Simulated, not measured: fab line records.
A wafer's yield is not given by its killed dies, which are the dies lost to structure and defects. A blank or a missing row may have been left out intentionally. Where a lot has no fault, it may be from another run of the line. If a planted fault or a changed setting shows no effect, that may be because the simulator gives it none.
fab line records + flow sky130
record:
- lots: 5
- wafers: 15
- lastDay: 51
route steps=708 shown VIA2@508
lots that met no fault: taken from a fault-free run of the same line
startH: hours from the record's first day to the start of the lot's first wafer shown + waitH: hours elapsed since this lot's preceding step + " unchanged from the row above + L1.1+2: one row covering several wafers at once + - no value present, or no start provided + * or withheld: withheld + < > ~ a bound
route shown NAME@n: a module of which the file shows steps, and the number in the route of the first + usual: average and standard deviation across the fault-free wafers + same: alike in all rows + chamber/n: place in a boat + sites: the reading at each site + _std_site: their standard deviation + _edge_site: mean of outer sites minus mean of inner sites + radiusMm: how far each site lies from the wafer's centre + mask NAME#n: copy n + behind: the last tool/chamber to shape the wafer + hold: cause of the lot's hold/its duration in hours/its outcome + device: names the non-switching transistor (n, p or np) + end of line: at the end of the route, the tests of the same wafers + a step with no rows: only its recipe + killed: the dies lost at the first sort to structure and to defects; this is not the yield of the wafer + map: a wafer's dies, x killed, . not, _ none there
set.NAME: setting as actually run; set.NAME@STEP: the setting as run at that earlier step + model.NAME: the simulator's own value behind a step, which no gauge read
lots seen at some steps along the route; tables by step, rows by wafer
services: from which hour (startH, from the record's first day; less than 0 if before it) a tool's chamber was out of use, for how many hours, and why
== steps ==
step: SKY_VIA2_THK_MEAS_01
recipe:
- reads: SiO2_of_VIA2_HDPCVD_00
usual:
- VIA2_HDPCVD_THK: 1175/11
| lot.wafer | tool         | chamber | startH | waitH | VIA2_HDPCVD_THK[nm] |
|-----------|--------------|---------|--------|-------|---------------------|
| L081.4    | filmMetro-03 | -       | 897.18 | 0.0   | 1180                |
| L081.5    | "            | -       | "      | "     | 1173                |
| L081.6    | "            | -       | "      | "     | 1178                |
| L085.1    | filmMetro-02 | -       | 927.40 | 0.1   | 1176                |
| L085.2    | "            | -       | "      | "     | 1170                |
| L085.3    | "            | -       | "      | "     | 1168                |
| L089.3    | filmMetro-03 | -       | 954.84 | 0.1   | 1183                |
| L089.5    | "            | -       | "      | "     | 1192                |
| L089.6    | "            | -       | "      | "     | 1175                |
| L094.1    | filmMetro-04 | -       | 983.10 | 0.1   | 1169                |
| L094.4    | "            | -       | "      | "     | 1176                |
| L094.5    | "            | -       | "      | "     | 1172                |
| L095.1    | filmMetro-02 | -       | 991.56 | 0.1   | 1171                |
| L095.4    | "            | -       | "      | "     | 1161                |
| L095.5    | "            | -       | "      | "     | 1157                |
step: SKY_VIA2_CMP_02
recipe:
- material: SiO2
- downForcePsi: 4
- platenRpm: 60
- padVelocityMS: 0.94248
usual:
- motorCurrentA: 12.4/1.3
| lot.wafer | tool   | chamber | startH | waitH | motorCurrentA |
|-----------|--------|---------|--------|-------|---------------|
| L081.4    | cmp-01 | 1       | 897.36 | 0.2   | 11.1          |
| L081.6    | "      | 2       | "      | "     | 13.3          |
| L081.5    | "      | 3       | "      | "     | 10.9          |
| L085.1    | cmp-02 | 0       | 927.51 | 0.1   | 10.2          |
| L085.3    | "      | 1       | "      | "     | 13.6          |
| L085.2    | "      | 2       | "      | "     | 13.2          |
| L089.3    | cmp-01 | 1       | 954.88 | 0.0   | 11.3          |
| L089.6    | "      | 1       | "      | "     | 11.1          |
| L089.5    | "      | 2       | "      | "     | 13.1          |
| L094.4    | cmp-02 | 0       | 983.26 | 0.1   | 10.8          |
| L094.1    | "      | 1       | "      | "     | 13.3          |
| L094.5    | "      | 2       | "      | "     | 13.0          |
| L095.1    | cmp-02 | 3       | 991.67 | 0.1   | 12.6          |
| L095.4    | "      | 0       | "      | "     | 10.5          |
| L095.5    | "      | 3       | "      | "     | 12.4          |
step: SKY_VIA2_BOW_MEAS_03
recipe:
- mode: bow
usual:
- VIA2_BOW: 86/7.3
| lot.wafer | tool         | chamber | startH | waitH | VIA2_BOW[um] |
|-----------|--------------|---------|--------|-------|--------------|
| L081.4    | filmMetro-02 | -       | 897.57 | 0.2   | 74           |
| L081.5    | "            | -       | "      | "     | 79           |
| L081.6    | "            | -       | "      | "     | 75           |
| L085.1    | filmMetro-04 | -       | 927.76 | 0.2   | 88           |
| L085.2    | "            | -       | "      | "     | 91           |
| L085.3    | "            | -       | "      | "     | 89           |
| L089.3    | filmMetro-04 | -       | 955.22 | 0.3   | 96           |
| L089.5    | "            | -       | "      | "     | 93           |
| L089.6    | "            | -       | "      | "     | 100          |
| L094.1    | filmMetro-04 | -       | 983.46 | 0.1   | 92           |
| L094.4    | "            | -       | "      | "     | 97           |
| L094.5    | "            | -       | "      | "     | 91           |
| L095.1    | filmMetro-03 | -       | 991.92 | 0.2   | 86           |
| L095.4    | "            | -       | "      | "     | 99           |
| L095.5    | "            | -       | "      | "     | 88           |
step: SKY_VIA2_DEHYDRATE_04
recipe:
- tempC: 200
- timeS: 60
usual:
- resistLineTempC: 22.98/0.1
| lot.wafer | tool          | chamber | startH  | waitH | resistLineTempC |
|-----------|---------------|---------|---------|-------|-----------------|
| L081.4    | lithoTrack-04 | 0       | 909.44  | 11.9  | 22.82           |
| L081.5    | "             | 0       | "       | "     | 22.92           |
| L081.6    | "             | 0       | "       | "     | 22.92           |
| L085.1    | lithoTrack-04 | 0       | 939.42  | 11.6  | 22.95           |
| L085.2    | "             | 0       | "       | "     | 22.94           |
| L085.3    | "             | 0       | "       | "     | 22.81           |
| L089.3    | lithoTrack-03 | 0       | 966.14  | 10.9  | 22.84           |
| L089.5    | "             | 0       | "       | "     | 22.84           |
| L089.6    | "             | 0       | "       | "     | 23.11           |
| L094.1    | lithoTrack-04 | 0       | 994.27  | 10.8  | 22.98           |
| L094.4    | "             | 0       | "       | "     | 22.87           |
| L094.5    | "             | 0       | "       | "     | 22.91           |
| L095.1    | lithoTrack-03 | 0       | 1003.24 | 11.3  | 22.93           |
| L095.4    | "             | 0       | "       | "     | 22.90           |
| L095.5    | "             | 0       | "       | "     | 22.99           |
step: SKY_VIA2_HMDS_05
recipe:
- primeTimeS: 60
- primeTempC: 120
usual:
- resistLineTempC: 22.99/0.1
| lot.wafer | tool          | chamber | startH  | waitH | resistLineTempC |
|-----------|---------------|---------|---------|-------|-----------------|
| L081.4    | lithoTrack-04 | 0       | 909.59  | 0.1   | 22.81           |
| L081.5    | "             | 0       | "       | "     | 22.89           |
| L081.6    | "             | 0       | "       | "     | 22.90           |
| L085.1    | lithoTrack-04 | 0       | 939.57  | 0.1   | 23.03           |
| L085.2    | "             | 0       | "       | "     | 23.05           |
| L085.3    | "             | 0       | "       | "     | 23.02           |
| L089.3    | lithoTrack-03 | 0       | 966.29  | 0.1   | 22.94           |
| L089.5    | "             | 0       | "       | "     | 22.89           |
| L089.6    | "             | 0       | "       | "     | 22.93           |
| L094.1    | lithoTrack-04 | 0       | 994.42  | 0.1   | 23.17           |
| L094.4    | "             | 0       | "       | "     | 23.04           |
| L094.5    | "             | 0       | "       | "     | 23.03           |
| L095.1    | lithoTrack-03 | 0       | 1003.39 | 0.1   | 23.01           |
| L095.4    | "             | 0       | "       | "     | 23.11           |
| L095.5    | "             | 0       | "       | "     | 22.98           |
step: SKY_VIA2_COAT_06
recipe:
- resist: BARC
- tempC: withheld
- timeS: withheld
- spinRpm: 3000
- resistThkNm: 60
usual:
- resistLineTempC: *
| lot.wafer | tool          | chamber | startH  | waitH | resistLineTempC |
|-----------|---------------|---------|---------|-------|-----------------|
| L081.4    | lithoTrack-04 | 0       | 909.74  | 0.1   | *               |
| L081.5    | "             | 0       | "       | "     | *               |
| L081.6    | "             | 0       | "       | "     | *               |
| L085.1    | lithoTrack-04 | 0       | 939.72  | 0.1   | *               |
| L085.2    | "             | 0       | "       | "     | *               |
| L085.3    | "             | 0       | "       | "     | *               |
| L089.3    | lithoTrack-03 | 0       | 966.44  | 0.1   | *               |
| L089.5    | "             | 0       | "       | "     | *               |
| L089.6    | "             | 0       | "       | "     | *               |
| L094.1    | lithoTrack-04 | 0       | 994.57  | 0.1   | *               |
| L094.4    | "             | 0       | "       | "     | *               |
| L094.5    | "             | 0       | "       | "     | *               |
| L095.1    | lithoTrack-03 | 0       | 1003.54 | 0.1   | *               |
| L095.4    | "             | 0       | "       | "     | *               |
| L095.5    | "             | 0       | "       | "     | *               |
step: SKY_VIA2_COAT_07
recipe:
- resist: KrF-thick
- spinRpm: 3000
- resistThkNm: 450
usual:
- resistLineTempC: 23.01/0.11
| lot.wafer | tool          | chamber | startH | waitH | resistLineTempC |
|-----------|---------------|---------|--------|-------|-----------------|
| L081.4    | lithoTrack-04 | 0       | -      | -     | 23.15           |
| L081.5    | "             | 0       | "      | "     | 23.07           |
| L081.6    | "             | 0       | "      | "     | 23.08           |
| L085.1    | lithoTrack-04 | 0       | -      | -     | 23.11           |
| L085.2    | "             | 0       | "      | "     | 23.15           |
| L085.3    | "             | 0       | "      | "     | 23.00           |
| L089.3    | lithoTrack-03 | 0       | -      | -     | 23.11           |
| L089.5    | "             | 0       | "      | "     | 23.02           |
| L089.6    | "             | 0       | "      | "     | 23.12           |
| L094.1    | lithoTrack-04 | 0       | -      | -     | 22.91           |
| L094.4    | "             | 0       | "      | "     | 22.87           |
| L094.5    | "             | 0       | "      | "     | 23.01           |
| L095.1    | lithoTrack-03 | 0       | -      | -     | 22.99           |
| L095.4    | "             | 0       | "      | "     | 22.94           |
| L095.5    | "             | 0       | "      | "     | 22.88           |
step: SKY_VIA2_SOFTBAKE_08
recipe:
- tempC: 100
- timeS: 90
- resist: KrF-thick
usual:
- resistLineTempC: 23.02/0.1
| lot.wafer | tool          | chamber | startH | waitH | resistLineTempC |
|-----------|---------------|---------|--------|-------|-----------------|
| L081.4    | lithoTrack-04 | 0       | -      | -     | 23.03           |
| L081.5    | "             | 0       | "      | "     | 22.86           |
| L081.6    | "             | 0       | "      | "     | 23.05           |
| L085.1    | lithoTrack-04 | 0       | -      | -     | 22.90           |
| L085.2    | "             | 0       | "      | "     | 22.90           |
| L085.3    | "             | 0       | "      | "     | 22.87           |
| L089.3    | lithoTrack-03 | 0       | -      | -     | 22.97           |
| L089.5    | "             | 0       | "      | "     | 22.96           |
| L089.6    | "             | 0       | "      | "     | 22.93           |
| L094.1    | lithoTrack-04 | 0       | -      | -     | 23.08           |
| L094.4    | "             | 0       | "      | "     | 23.16           |
| L094.5    | "             | 0       | "      | "     | 23.10           |
| L095.1    | lithoTrack-03 | 0       | -      | -     | 23.03           |
| L095.4    | "             | 0       | "      | "     | 23.01           |
| L095.5    | "             | 0       | "      | "     | 23.14           |
step: SKY_VIA2_EXPOSE_09
recipe:
- maskId: VIM2
- na: 0.8
- sourceShape: annular
- sigmaInner: 0.55
- sigmaOuter: 0.85
- targetCdNm: 200
- doseMj: 38
usual:
- stageVelMmS: 499.97/0.24
| lot.wafer | tool          | chamber | startH | waitH | mask   | stageVelMmS |
|-----------|---------------|---------|--------|-------|--------|-------------|
| L081.4    | krfScanner-02 | 0       | -      | -     | VIM2#0 | 500.02      |
| L081.5    | "             | 0       | "      | "     | VIM2#0 | 500.05      |
| L081.6    | "             | 0       | "      | "     | VIM2#0 | 499.71      |
| L085.1    | krfScanner-02 | 0       | -      | -     | VIM2#0 | 499.40      |
| L085.2    | "             | 0       | "      | "     | VIM2#0 | 499.75      |
| L085.3    | "             | 0       | "      | "     | VIM2#0 | 499.84      |
| L089.3    | krfScanner-02 | 0       | -      | -     | VIM2#0 | 500.29      |
| L089.5    | "             | 0       | "      | "     | VIM2#0 | 500.03      |
| L089.6    | "             | 0       | "      | "     | VIM2#0 | 500.10      |
| L094.1    | krfScanner-01 | 0       | -      | -     | VIM2#0 | 500.06      |
| L094.4    | "             | 0       | "      | "     | VIM2#0 | 499.95      |
| L094.5    | "             | 0       | "      | "     | VIM2#0 | 499.77      |
| L095.1    | krfScanner-02 | 0       | -      | -     | VIM2#0 | 500.28      |
| L095.4    | "             | 0       | "      | "     | VIM2#0 | 499.98      |
| L095.5    | "             | 0       | "      | "     | VIM2#0 | 500.40      |
step: SKY_VIA2_PEB_10
recipe:
- pebTempC: withheld
- pebTimeS: withheld
- resist: KrF-thick
usual:
- resistLineTempC: *
| lot.wafer | tool          | chamber | startH | waitH | resistLineTempC |
|-----------|---------------|---------|--------|-------|-----------------|
| L081.4    | lithoTrack-02 | 0       | -      | -     | *               |
| L081.5    | "             | 0       | "      | "     | *               |
| L081.6    | "             | 0       | "      | "     | *               |
| L085.1    | lithoTrack-03 | 0       | -      | -     | *               |
| L085.2    | "             | 0       | "      | "     | *               |
| L085.3    | "             | 0       | "      | "     | *               |
| L089.3    | lithoTrack-03 | 0       | -      | -     | *               |
| L089.5    | "             | 0       | "      | "     | *               |
| L089.6    | "             | 0       | "      | "     | *               |
| L094.1    | lithoTrack-02 | 0       | -      | -     | *               |
| L094.4    | "             | 0       | "      | "     | *               |
| L094.5    | "             | 0       | "      | "     | *               |
| L095.1    | lithoTrack-04 | 0       | -      | -     | *               |
| L095.4    | "             | 0       | "      | "     | *               |
| L095.5    | "             | 0       | "      | "     | *               |
step: SKY_VIA2_DEVELOP_11
recipe:
- developTimeS: 60
- resist: KrF-thick
- devTempC: 21
usual:
- resistLineTempC: 22.99/0.1
| lot.wafer | tool          | chamber | startH | waitH | resistLineTempC |
|-----------|---------------|---------|--------|-------|-----------------|
| L081.4    | lithoTrack-02 | 0       | -      | -     | 22.85           |
| L081.5    | "             | 0       | "      | "     | 22.77           |
| L081.6    | "             | 0       | "      | "     | 23.06           |
| L085.1    | lithoTrack-03 | 0       | -      | -     | 22.98           |
| L085.2    | "             | 0       | "      | "     | 23.16           |
| L085.3    | "             | 0       | "      | "     | 22.98           |
| L089.3    | lithoTrack-03 | 0       | -      | -     | 23.18           |
| L089.5    | "             | 0       | "      | "     | 23.02           |
| L089.6    | "             | 0       | "      | "     | 23.13           |
| L094.1    | lithoTrack-02 | 0       | -      | -     | 22.87           |
| L094.4    | "             | 0       | "      | "     | 22.89           |
| L094.5    | "             | 0       | "      | "     | 22.88           |
| L095.1    | lithoTrack-04 | 0       | -      | -     | 23.03           |
| L095.4    | "             | 0       | "      | "     | 23.05           |
| L095.5    | "             | 0       | "      | "     | 23.07           |
step: SKY_VIA2_CD_MEAS_12
recipe:
- targetCdNm: 200
usual:
- cdNm: 199.6/1.5
| lot.wafer | tool     | chamber | startH  | waitH | cdNm  |
|-----------|----------|---------|---------|-------|-------|
| L081.4    | cdSem-02 | -       | 923.32  | -     | 199.2 |
| L081.5    | "        | -       | "       | "     | 199.5 |
| L081.6    | "        | -       | "       | "     | 199.0 |
| L085.1    | cdSem-01 | -       | 952.89  | -     | 200.3 |
| L085.2    | "        | -       | "       | "     | 200.9 |
| L085.3    | "        | -       | "       | "     | 200.8 |
| L089.3    | cdSem-02 | -       | 979.53  | -     | 200.4 |
| L089.5    | "        | -       | "       | "     | 201.8 |
| L089.6    | "        | -       | "       | "     | 203.4 |
| L094.1    | cdSem-01 | -       | 1007.51 | -     | 199.9 |
| L094.4    | "        | -       | "       | "     | 201.5 |
| L094.5    | "        | -       | "       | "     | 199.8 |
| L095.1    | cdSem-02 | -       | 1015.72 | -     | 199.7 |
| L095.4    | "        | -       | "       | "     | 199.9 |
| L095.5    | "        | -       | "       | "     | 199.9 |
step: SKY_VIA2_OVL_MEAS_13
usual:
- VIA2_OVL: 2/5.8
| lot.wafer | tool       | chamber | startH  | waitH | VIA2_OVL[nm] |
|-----------|------------|---------|---------|-------|--------------|
| L081.4    | overlay-02 | -       | 923.39  | 0.1   | 8            |
| L081.5    | "          | -       | "       | "     | 4            |
| L081.6    | "          | -       | "       | "     | 7            |
| L085.1    | overlay-01 | -       | 953.01  | 0.1   | 1            |
| L085.2    | "          | -       | "       | "     | 5            |
| L085.3    | "          | -       | "       | "     | 1            |
| L089.3    | overlay-02 | -       | 979.62  | 0.1   | 8            |
| L089.5    | "          | -       | "       | "     | 1            |
| L089.6    | "          | -       | "       | "     | -5           |
| L094.1    | overlay-01 | -       | 1007.63 | 0.1   | 4            |
| L094.4    | "          | -       | "       | "     | 9            |
| L094.5    | "          | -       | "       | "     | 5            |
| L095.1    | overlay-01 | -       | 1015.84 | 0.1   | -1           |
| L095.4    | "          | -       | "       | "     | -2           |
| L095.5    | "          | -       | "       | "     | 5            |
== services ==
| tool          | chamber | startH  | hours | kind                          |
|---------------|---------|---------|-------|-------------------------------|
| krfScanner-01 | -       | 884.32  | 1.3   | pm                            |
| krfScanner-01 | -       | 886.85  | 1.1   | repair                        |
| krfScanner-01 | 0       | 897.60  | -     | calibration                   |
| krfScanner-02 | -       | 903.78  | 1.3   | pm                            |
| cmp-02        | -       | 909.76  | 1.3   | repair                        |
| cmp-01        | -       | 912.02  | 4.0   | pm                            |
| cmp-01        | -       | 916.02  | -     | consumableReplace:conditioner |
| cmp-01        | -       | 916.02  | -     | consumableReplace:pad         |
| krfScanner-01 | -       | 916.85  | 4.0   | pm                            |
| cmp-01        | -       | 936.09  | 4.3   | pm                            |
| krfScanner-02 | 0       | 938.04  | -     | calibration                   |
| krfScanner-01 | -       | 945.24  | 0.8   | repair                        |
| krfScanner-02 | -       | 961.67  | 0.3   | repair                        |
| krfScanner-02 | -       | 962.92  | 1.0   | pm                            |
| cmp-01        | -       | 972.57  | 1.3   | repair                        |
| krfScanner-01 | -       | 980.86  | 1.0   | pm                            |
| cmp-01        | -       | 985.66  | 0.4   | repair                        |
| lithoTrack-02 | -       | 986.25  | -     | consumableReplace:filter      |
| krfScanner-01 | -       | 994.20  | 0.8   | pm                            |
| krfScanner-02 | -       | 1011.74 | 0.8   | repair                        |
== key ==
fault none
